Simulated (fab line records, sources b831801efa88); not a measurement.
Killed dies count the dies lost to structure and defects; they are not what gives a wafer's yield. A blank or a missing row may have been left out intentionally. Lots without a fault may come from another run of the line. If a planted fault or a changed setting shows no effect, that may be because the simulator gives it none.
Chamber matching | flow gf180mcu | cmp-02 running GF_STI_CMP_25: 4 sister chambers
The step polishes, stops on Si3N4, t overpolish 33 s, target thk 524.6 nm. 8 wafers are shown with their chamber, then 8 later ones without.

== WAFERS, EACH WITH ITS CHAMBER ==
wafer  | chamber | motor-current-A (A) | time-to-endpoint-s (s)
L687.1 | 3       | 11.8                | 118
L687.2 | 2       | 13.6                | 127
L690.2 | 0       | 12.2                | 117
L690.6 | 2       | 13.6                | 125
L693.1 | 1       | 13.2                | 122
L693.2 | 3       | 12.0                | 123
L693.4 | 0       | 12.6                | 118
L694.1 | 1       | 12.7                | 123

== WAFERS WITH NO CHAMBER GIVEN ==
wafer  | motor-current-A (A) | time-to-endpoint-s (s)
L694.4 | 12.1                | 118
L694.6 | 12.9                | 124
L695.2 | 12.2                | 118
L695.3 | 12.8                | 121
L695.4 | 12.0                | 120
L696.4 | 12.3                | 128
L696.5 | 11.7                | 122
L696.6 | 13.1                | 128

== THE CHAMBER EACH PASSED THROUGH ==
wafer  | from the rows above               | in truth
L694.4 | can't be placed: 0 or 3           | 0
L694.6 | 1                                 | 1
L695.2 | can't be placed: 0 or 3           | 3
L695.3 | can't be placed: 1 or 0           | 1
L695.4 | can't be placed: 3 or 0           | 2
L696.4 | can't be placed: 1 or 3 or 0 or 2 | 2
L696.5 | 3                                 | 3
L696.6 | can't be placed: 2 or 1           | 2
Placed correctly: 2 of 8. Can't be placed from these rows: 6 (the true chamber is among the candidates in 5). Number placed wrongly: 0.
How it was worked out, from the rows above alone: a wafer's distance from a chamber is the root of the sum, over the readings, of the square of ((its reading less the chamber's mean) divided by the reading's scatter). The wafer belongs to the nearest chamber; if the next one is less than 2 further off, it can't be placed. Each chamber's mean is taken over the wafers shown for it. How the scatter is found: for the shown wafers, subtract from each reading the mean of its chamber, square and add these, divide the total by (wafers less chambers), then take the root.
